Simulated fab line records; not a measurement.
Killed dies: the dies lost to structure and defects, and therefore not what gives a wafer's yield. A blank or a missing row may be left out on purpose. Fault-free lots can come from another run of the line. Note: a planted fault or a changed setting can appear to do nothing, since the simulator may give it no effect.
Which tool was responsible? | flow sky130 | 13 lots, 39 wafers sampled, at 3 steps of a route of 708

WHAT THE GAUGES READ, wafer by wafer
SKY_LOCAL_INTERCONNECT_RS_MEAS_01: a four-point-probe measurement. Usual: LOCAL_INTERCONNECT_TIN_RS typically reads 14.14 ohm/sq, with standard deviation 0.19.
lot  | measured     | on            | LOCAL_INTERCONNECT_TIN_RS (ohm/sq) | flag
L979 | day 28 21:04 | film metro-02 | 14.07 14.27 14.33                  |
L980 | day 29 00:30 | film metro-04 | 14.38 14.24 14.22                  |
L981 | day 29 19:29 | film metro-04 | 14.04 13.97 14.00                  |
L983 | day 30 08:24 | film metro-04 | 13.93 14.10 14.12                  |
L985 | day 31 04:46 | film metro-01 | 13.81 13.95 13.91                  |
L987 | day 31 12:30 | film metro-04 | 14.53 14.32 14.28                  |
L990 | day 32 19:55 | film metro-02 | 13.65 13.90 13.75                  |
L992 | day 33 05:18 | film metro-04 | 14.00 13.98 13.90                  |
L991 | day 33 12:26 | film metro-04 | 14.42 14.23 14.19                  |
L997 | day 36 06:28 | film metro-01 | 13.98 13.78 13.83                  |
L998 | day 36 06:16 | film metro-02 | 14.08 14.10 14.03                  |
L100 | day 36 07:18 | film metro-01 | 14.09 14.04 13.99                  |
L101 | day 36 13:55 | film metro-04 | 13.84 14.03 13.94                  |

WHICH TOOL RAN EACH LOT (tool, then ch and the chambers of the sampled wafers, then the start)
lot  | SKY_GATE_OXIDE_STRIP_13              | SKY_SD_N_RTA_14
L979 | plasma asher-02 ch 1, day 13 10:19   | rtp anneal-01 ch 0, day 27 11:14
L980 | plasma asher-01 ch 0,1, day 13 19:55 | rtp anneal-02 ch 0, day 27 17:48
L981 | plasma asher-03 ch 0,1, day 14 12:49 | rtp anneal-01 ch 0, day 28 13:46
L983 | plasma asher-01 ch 1, day 15 01:24   | rtp anneal-01 ch 0, day 29 03:14
L985 | plasma asher-03 ch 0,1, day 15 18:08 | rtp anneal-01 ch 0, day 29 23:02
L987 | plasma asher-03 ch 0,1, day 16 07:44 | rtp anneal-01 ch 0, day 30 06:52
L990 | plasma asher-03 ch 0,1, day 17 13:31 | rtp anneal-02 ch 0, day 31 13:42
L992 | plasma asher-03 ch 0,1, day 17 23:18 | rtp anneal-01 ch 0, day 32 00:03
L991 | plasma asher-01 ch 0,1, day 17 23:36 | rtp anneal-02 ch 0, day 32 06:40
L997 | plasma asher-03 ch 0,1, day 21 05:31 | rtp anneal-02 ch 0, day 35 01:21
L998 | plasma asher-01 ch 0,1, day 21 08:15 | rtp anneal-01 ch 0, day 35 01:14
L100 | plasma asher-02 ch 0,1, day 21 14:34 | rtp anneal-01 ch 0, day 35 01:34
L101 | plasma asher-02 ch 0,1, day 22 00:22 | rtp anneal-02 ch 0, day 35 08:42
- SKY_GATE_OXIDE_STRIP_13: strips in O2/N2.
- SKY_SD_N_RTA_14: time 2 s.

AS READ BY THE TOOLS THEMSELVES (means over the sampled wafers that have a number; for cases with no such wafer, the mark the record gives instead)
SKY_GATE_OXIDE_STRIP_13. Usual: drypump motor current A 5.7 A, standard deviation 0.39; oes product au 0.716 a.u., standard deviation 0.0043; strip time to endpoint s 14.13 s, standard deviation 0.046.
lot  | tool            | drypump motor current A (A) | oes product au (a.u.) | strip time to endpoint s (s) | flag
L979 | plasma asher-02 | 6.0                         | 0.716                 | 14.14                        |
L980 | plasma asher-01 | 5.4                         | 0.716                 | 14.22                        |
L981 | plasma asher-03 | 5.8                         | 0.713                 | 14.09                        |
L983 | plasma asher-01 | 4.9                         | 0.717                 | 14.11                        |
L985 | plasma asher-03 | 5.8                         | 0.712                 | 14.12                        |
L987 | plasma asher-03 | 5.8                         | 0.709                 | 14.10                        |
L990 | plasma asher-03 | 5.8                         | 0.713                 | 14.11                        |
L992 | plasma asher-03 | 5.8                         | 0.718                 | 14.18                        |
L991 | plasma asher-01 | 5.4                         | 0.719                 | 14.14                        |
L997 | plasma asher-03 | 5.8                         | 0.718                 | 14.13                        |
L998 | plasma asher-01 | 5.3                         | 0.718                 | 14.15                        |
L100 | plasma asher-02 | 6.0                         | 0.714                 | 14.14                        |
L101 | plasma asher-02 | 6.0                         | 0.713                 | 14.11                        |

SKY_SD_N_RTA_14. Usual: lamp power pct 15.73 %, standard deviation 0.051; wafer_temp_C_max 1078.2, standard deviation 1.3.
lot  | tool          | lamp power pct (%) | wafer_temp_C_max | flag
L979 | rtp anneal-01 | 15.70              | 1078.2           |
L980 | rtp anneal-02 | 15.69              | 1079.5           |
L981 | rtp anneal-01 | 15.74              | 1077.3           |
L983 | rtp anneal-01 | 15.70              | 1077.8           |
L985 | rtp anneal-01 | 15.71              | 1077.9           |
L987 | rtp anneal-01 | 15.74              | 1078.6           |
L990 | rtp anneal-02 | 15.72              | 1078.1           |
L992 | rtp anneal-01 | 15.74              | 1077.6           |
L991 | rtp anneal-02 | 15.73              | 1077.9           |
L997 | rtp anneal-02 | 15.74              | 1077.0           |
L998 | rtp anneal-01 | 15.72              | 1078.1           |
L100 | rtp anneal-01 | 15.77              | 1078.7           |
L101 | rtp anneal-02 | 15.72              | 1078.3           |

THE ANSWER, worked out from the rows above alone
Rule: a lot is off if the mean of its wafers that have a number lies more than 3 standard deviations from the usual mean. Also off: a lot with no number at a reading for which 4 or more lots have one. The other lots that the step has rows for count as sound. The gauges are gone through in route order, then the tools' own readings, and for those a lot's mean is taken as printed above. At the first step where some lot is off, the reading lying furthest off is the one used; lots without a number count as furthest.
Nothing can be told from this: no lot is off at any reading shown.

WHAT HAD BEEN PUT IN BY THE SIMULATOR
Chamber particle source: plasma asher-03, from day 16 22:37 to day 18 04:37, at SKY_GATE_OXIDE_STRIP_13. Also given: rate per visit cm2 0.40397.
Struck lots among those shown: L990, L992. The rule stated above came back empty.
